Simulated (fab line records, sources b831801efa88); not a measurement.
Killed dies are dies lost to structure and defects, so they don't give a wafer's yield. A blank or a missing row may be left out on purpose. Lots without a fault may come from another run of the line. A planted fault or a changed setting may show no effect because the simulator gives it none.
Which tool did it? | flow gf180mcu | 14 lots, 42 wafers sampled, at 3 steps of a route of 602

WHAT THE GAUGES READ, wafer by wafer
The record holds no reading of a measuring or inspecting step that can be judged against a usual standard deviation.

WHICH TOOL RAN EACH LOT (tool, then ch and the chambers of the sampled wafers, then the start)
lot  | GF_V4_SPUTTER_22             | GF_MIM_SPUTTER_03            | GF_MIM_SPUTTER_08
L352 | pvd_sputter-03, day 24 20:11 | pvd_sputter-04, day 24 20:59 | pvd_sputter-02, day 24 21:10
L354 | pvd_sputter-04, day 25 06:38 | pvd_sputter-01, day 25 07:26 | pvd_sputter-02, day 25 07:38
L353 | pvd_sputter-03, day 25 06:59 | pvd_sputter-04, day 25 07:46 | pvd_sputter-01, day 25 07:58
L355 | pvd_sputter-03, day 25 23:35 | pvd_sputter-02, day 26 00:23 | pvd_sputter-04, day 26 00:35
L357 | pvd_sputter-02, day 26 07:40 | pvd_sputter-02, day 26 08:28 | pvd_sputter-01, day 26 08:39
L358 | pvd_sputter-02, day 26 11:16 | pvd_sputter-01, day 26 12:10 | pvd_sputter-04, day 26 12:22
L361 | pvd_sputter-04, day 27 16:28 | pvd_sputter-02, day 27 17:29 | pvd_sputter-01, day 27 17:40
L364 | pvd_sputter-03, day 28 14:58 | pvd_sputter-01, day 28 15:46 | pvd_sputter-04, day 28 15:58
L365 | pvd_sputter-02, day 28 19:23 | pvd_sputter-04, day 28 20:11 | pvd_sputter-01, day 28 20:23
L367 | pvd_sputter-04, day 29 05:46 | pvd_sputter-04, day 29 06:34 | pvd_sputter-02, day 29 06:45
L368 | pvd_sputter-04, day 29 19:13 | pvd_sputter-04, day 29 20:00 | pvd_sputter-02, day 29 20:11
L369 | pvd_sputter-02, day 30 02:59 | pvd_sputter-01, day 30 03:47 | pvd_sputter-02, day 30 03:59
L371 | pvd_sputter-02, day 30 21:31 | pvd_sputter-02, day 30 22:19 | pvd_sputter-01, day 30 22:31
L373 | pvd_sputter-03, day 31 06:23 | pvd_sputter-02, day 31 07:11 | pvd_sputter-04, day 31 07:23
- GF_V4_SPUTTER_22: material TiN, target thk 10 nm, time 40 s.
- GF_MIM_SPUTTER_03: material Ti, target thk 10 nm, time 6.7 s.
- GF_MIM_SPUTTER_08: material AlCu, target thk 200 nm, time 10.6 s.

WHAT THE TOOLS THEMSELVES READ (means of the sampled wafers that have a number; where no wafer has one, the mark that the record gives instead)
GF_V4_SPUTTER_22. Usual: cathode_dc_power_W 4000.1 W, standard deviation 0.75; chamber_pressure_pa 5.000 Pa, standard deviation 0.0091; throttle_valve_pct 29.8 %, standard deviation 1.3.
lot  | tool           | cathode_dc_power_W (W) | chamber_pressure_pa (Pa) | throttle_valve_pct (%) | flag
L352 | pvd_sputter-03 | 4000.4                 | 4.997                    | 29.7                   |
L354 | pvd_sputter-04 | 3999.9                 | 4.987                    | 29.7                   |
L353 | pvd_sputter-03 | 4000.3                 | 5.010                    | 29.8                   |
L355 | pvd_sputter-03 | 4000.2                 | 5.003                    | 30.4                   |
L357 | pvd_sputter-02 | 4000.0                 | 5.007                    | 30.0                   |
L358 | pvd_sputter-02 | 3999.7                 | 5.004                    | 30.0                   |
L361 | pvd_sputter-04 | 3999.4                 | 5.011                    | 28.8                   |
L364 | pvd_sputter-03 | 4000.3                 | 5.008                    | 29.8                   |
L365 | pvd_sputter-02 | 3999.8                 | 5.003                    | 31.0                   |
L367 | pvd_sputter-04 | 3999.6                 | 4.998                    | 28.4                   |
L368 | pvd_sputter-04 | 4000.7                 | 5.001                    | 29.7                   |
L369 | pvd_sputter-02 | 3999.7                 | 4.997                    | 30.1                   |
L371 | pvd_sputter-02 | 3999.8                 | 4.996                    | 30.0                   |
L373 | pvd_sputter-03 | 4000.4                 | 5.000                    | 29.7                   |

GF_MIM_SPUTTER_03. Usual: cathode_dc_power_W 2999.9 W, standard deviation 0.6; chamber_pressure_pa 0.3000 Pa, standard deviation 0.0006; throttle_valve_pct 29.7 %, standard deviation 1.5.
lot  | tool           | cathode_dc_power_W (W) | chamber_pressure_pa (Pa) | throttle_valve_pct (%) | flag
L352 | pvd_sputter-04 | 2999.7                 | 0.3002                   | 29.1                   |
L354 | pvd_sputter-01 | 3000.2                 | 0.2996                   | 30.5                   |
L353 | pvd_sputter-04 | 3000.0                 | 0.3002                   | 28.8                   |
L355 | pvd_sputter-02 | 3000.4                 | 0.2999                   | 30.4                   |
L357 | pvd_sputter-02 | -                      | -                        | -                      | OFF
L358 | pvd_sputter-01 | -                      | -                        | -                      | OFF
L361 | pvd_sputter-02 | 3000.0                 | 0.3000                   | 30.1                   |
L364 | pvd_sputter-01 | 3000.6                 | 0.3004                   | 28.8                   |
L365 | pvd_sputter-04 | 2999.5                 | 0.2999                   | 29.0                   |
L367 | pvd_sputter-04 | 2999.8                 | 0.3003                   | 28.9                   |
L368 | pvd_sputter-04 | 3000.0                 | 0.3004                   | 29.0                   |
L369 | pvd_sputter-01 | 3000.5                 | 0.3001                   | 31.7                   |
L371 | pvd_sputter-02 | 3000.1                 | 0.3004                   | 30.8                   |
L373 | pvd_sputter-02 | 3000.0                 | 0.3005                   | 30.4                   |

GF_MIM_SPUTTER_08. Usual: cathode_dc_power_W 10600 W, standard deviation 2.1; chamber_pressure_pa 0.4000 Pa, standard deviation 0.00087; throttle_valve_pct 29.7 %, standard deviation 1.4.
lot  | tool           | cathode_dc_power_W (W) | chamber_pressure_pa (Pa) | throttle_valve_pct (%) | flag
L352 | pvd_sputter-02 | 10597                  | 0.3999                   | 29.8                   |
L354 | pvd_sputter-02 | 10600                  | 0.4003                   | 29.8                   |
L353 | pvd_sputter-01 | 10599                  | 0.3997                   | 29.2                   |
L355 | pvd_sputter-04 | 10601                  | 0.4003                   | 29.7                   |
L357 | pvd_sputter-01 | 10602                  | 0.3998                   | 29.1                   |
L358 | pvd_sputter-04 | 10602                  | 0.3997                   | 29.7                   |
L361 | pvd_sputter-01 | 10602                  | 0.3996                   | 30.3                   |
L364 | pvd_sputter-04 | 10602                  | 0.3996                   | 29.0                   |
L365 | pvd_sputter-01 | 10602                  | 0.3999                   | 31.1                   |
L367 | pvd_sputter-02 | 10599                  | 0.3998                   | 30.1                   |
L368 | pvd_sputter-02 | 10600                  | 0.4003                   | 29.8                   |
L369 | pvd_sputter-02 | 10600                  | 0.3997                   | 30.0                   |
L371 | pvd_sputter-01 | 10599                  | 0.4001                   | 29.6                   |
L373 | pvd_sputter-04 | 10600                  | 0.3997                   | 28.8                   |

THE ANSWER, worked out from the rows above alone
Rule: a lot is off if the mean of its wafers that have a number lies more than 3 standard deviations from the usual mean. A lot without any number at a reading at which 4 lots or more have one is off too. The other lots that the step has rows for count as sound. The gauges are gone through in route order, then the tools' own readings, and for those a lot's mean is taken as printed above. The first step at which some lot is off is used, and at that step the reading that is off furthest; a lot without a number counts as furthest.
Off: L357, L358, at GF_MIM_SPUTTER_03 (cathode_dc_power_W). Without a number there: L357, L358.
A tool fits if, at that step or a process step before it, it ran every lot that is off, and no sound lot after the first of them. None of those tried fits.

WHAT THE SIMULATOR HAD PUT IN
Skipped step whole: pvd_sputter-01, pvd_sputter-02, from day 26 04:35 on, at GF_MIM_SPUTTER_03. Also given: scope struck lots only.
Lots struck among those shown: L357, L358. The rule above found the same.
